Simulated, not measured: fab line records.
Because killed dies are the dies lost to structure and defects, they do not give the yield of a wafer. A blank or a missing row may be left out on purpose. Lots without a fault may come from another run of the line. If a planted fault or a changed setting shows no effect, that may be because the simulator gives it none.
2 desks looking at one fault -- flow sky130 -- each desk has only its own numbers; what lay behind them comes last

DESK OF THE TOOL OWNER: cvd_w-02
The tool's own readings at SKY_LI_CONTACT_CVD_21 (deposits W, target thk 400 nm, time 120.56 s): means of the sampled wafers that have a number, for each lot that ran on this tool. A lot is out of limits, marked OUT, if its mean lies more than 4 standard deviations from the usual mean; the brackets give that distance.
Columns: A = heater_power_w at SKY_LI_CONTACT_CVD_21, usual 852 W
lot,first seen here,A
L122,day 29 10:49,906
L129,day 31 23:54,822
L130,day 32 11:44,829
L141,day 35 12:36,822
L142,day 35 19:46,828
L143,day 36 00:11,849
L144,day 36 04:11,911
This desk's finding: nothing out of limits on any of the 7 lots.

FROM THE METROLOGY DESK
What the gauges read for every lot (on any tool): the sampled wafers with a number, averaged. A lot is out of limits, marked OUT, if its mean lies more than 4 standard deviations from the usual mean; the brackets give that distance.
Columns: A = cd_nm at SKY_SD_N_CD_MEAS_07, usual 379.8 nm; B = cd_nm at SKY_LI_CONTACT_CD_MEAS_12, usual 170.2 nm; C = LI_CONTACT_W_RS at SKY_LI_CONTACT_RS_MEAS_22, usual 0.2686 ohm/sq; D = LI_CONTACT_W_THK at SKY_LI_CONTACT_THK_MEAS_23, usual 424 nm; E = LOCAL_INTERCONNECT_TIN_THK at SKY_LOCAL_INTERCONNECT_THK_MEAS_02, usual 102.1 nm
lot,first seen here,A,B,C,D,E
L122,day 28 03:46,382.8,171.2,0.2697,425,101.3
L123,day 28 07:07,381.0,169.8,0.2691,422,101.4
L129,day 30 17:43,377.9,168.4,0.2327 (-14) OUT,504 (+11) OUT,103.0
L130,day 31 05:14,382.6,168.5,0.2353 (-13) OUT,469 (+6.0) OUT,101.6
L133,day 31 22:59,379.8,171.3,0.2656,436,101.5
L138,day 33 08:43,379.7,168.5,0.2638,432,104.3
L140,day 34 00:31,376.6,170.5,0.2723,422,101.9
L141,day 34 08:13,379.1,170.1,0.2660,429,102.1
L142,day 34 14:57,380.5,170.9,0.2708,420,102.8
L143,day 34 19:23,380.1,169.1,0.2696,416,100.6
L144,day 34 23:34,380.1,170.4,0.2662,422,100.3
Per this desk, out of limits: L129, L130; the first was L129, day 32 00:03 (LI_CONTACT_W_RS at SKY_LI_CONTACT_RS_MEAS_22). L122, L123, L133, L138, L140, L141, L142, L143, L144: within limits.

BROUGHT TOGETHER
L129, L130 would have let the metrology desk raise an alarm at day 32 00:03.
The desk of the tool owner found nothing out of limits.
The tool owner's desk has L129, L130 on record, within its limits.
On cvd_w-02, each named lot ran SKY_LI_CONTACT_CVD_21.

WHAT THE SIMULATOR HAD INSERTED
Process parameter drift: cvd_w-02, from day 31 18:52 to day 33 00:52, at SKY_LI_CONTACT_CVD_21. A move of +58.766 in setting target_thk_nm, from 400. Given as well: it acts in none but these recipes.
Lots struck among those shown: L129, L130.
Per desk, hours elapsed from the start of the fault to the first reading out of limits: for the metrology desk, 5.
